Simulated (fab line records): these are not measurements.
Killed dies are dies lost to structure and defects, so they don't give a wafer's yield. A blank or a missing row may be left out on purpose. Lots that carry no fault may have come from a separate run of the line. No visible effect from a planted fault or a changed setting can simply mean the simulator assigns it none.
Problem report, 8D (eight disciplines) form, completed by code -- flow sky130 -- the parts of the form that need people (team, actions taken, sign-off) are left out

1. WHAT WENT WRONG
stripTimeToEndpointS at SKY_FIELD_ISO_STRIP_16 reads a mean of 5.20 s on 6 wafers of 2 lots; wafers without a fault read 3.54 s with a standard deviation of 0.033. That is +50 standard deviations from the usual mean.
The step: strips in O2/N2.
Earliest sighting: wafer L888.1 on plasmaAsher-03 at day 4 14:34. Wafers with a number at this step in the record: 36, from 12 lots. By rule, "out" or "out of limits" means more than 4 standard deviations away from the usual mean. The rest of the wafers with a number are treated as sound.

2. WHAT IT IS, WHAT IT ISN'T
question,is,is not
which readings at this step,"stripTimeToEndpointS, oesProductAu",drypumpMotorCurrentA
which lots,"L888, L889","L877, L881, L883, L884, L886, L891, L892, L898, L899, L900"
which wafers of those lots,all that have a number,-
read on which tools,"plasmaAsher-03, plasmaAsher-04",plasmaAsher-02
when,from day 4 14:34,"up to then (15 sound wafers); but 15 sound wafers of L891, L892, L898, L899, L900 came after"

3. THE SUSPECTS, EACH WITH WHAT RULES IT OUT
Counting: a tool stays on the suspect list if, at a process step up to the reading, it processed all lots that are out and no sound lot following the first of them.
- rieDiel-01 at SKY_FIELD_ISO_ETCH_15 (etches the open film in CHF3/O2, stops on Si, target depth 180 nm, time 72 s): ruled out as a lasting fault. Following L888 (day 4 14:30), the first lot on it that is out, the sound lots L891, L892, L898, L899 were run on it.
Left after counting: nothing in the record.

4. THE CAUSE (what the simulator had put in)
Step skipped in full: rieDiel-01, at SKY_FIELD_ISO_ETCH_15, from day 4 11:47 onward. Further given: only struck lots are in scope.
The count ruled it out by mistake, since the rule takes a fault to strike every lot its tool runs from the start of the fault on, and this one did not do so.

5. THE CHAIN OF EFFECTS, in route order
Rows list readings where the struck wafers' mean (over those with a number) sits beyond 3 standard deviations from the usual. Readings are gone through only where the record gives a usual standard deviation; hours: the median, over the lots, of the time from a lot's start at the first step in this table giving one to that lot's start at this step; sigmas: the change measured in usual standard deviations.
hours,step,reading,usual,on struck wafers,change,sigmas
0,SKY_FIELD_ISO_STRIP_16,oesProductAu,0.377 a.u.,0.447,+0.070,+15
0,SKY_FIELD_ISO_STRIP_16,stripTimeToEndpointS,3.54 s,5.20,+1.66,+50
1066,SKY_PAD_OPEN_PROBE_99,killedAtFrontEnd,15,422,+407,+99 or more
1066,SKY_PAD_OPEN_PROBE_99,killedDies,84,492,+408,+41
1066,SKY_PAD_OPEN_PROBE_99,killedOnRim,16,96,+80,+20
Its process steps:
- SKY_FIELD_ISO_STRIP_16: strips in O2/N2.
- SKY_PAD_OPEN_PROBE_99
Readings that are blank on the struck wafers while sound wafers have them: O2_flow_sccm at SKY_FIELD_ISO_ETCH_15; biasW at SKY_FIELD_ISO_ETCH_15; drypumpMotorCurrentA at SKY_FIELD_ISO_ETCH_15; oesProductAu at SKY_FIELD_ISO_ETCH_15; throttleValvePct at SKY_FIELD_ISO_ETCH_15.

6. HOW IT WOULD HAVE BEEN CAUGHT EARLIER
The fault began at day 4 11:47; the first out-of-limits reading in this record came at day 4 14:34, 3 hours later.
At SKY_FIELD_ISO_ETCH_15 the tool's readings are blank on the struck wafers, where sound wafers have them: an empty tool record is the first sign, and it was there at once.
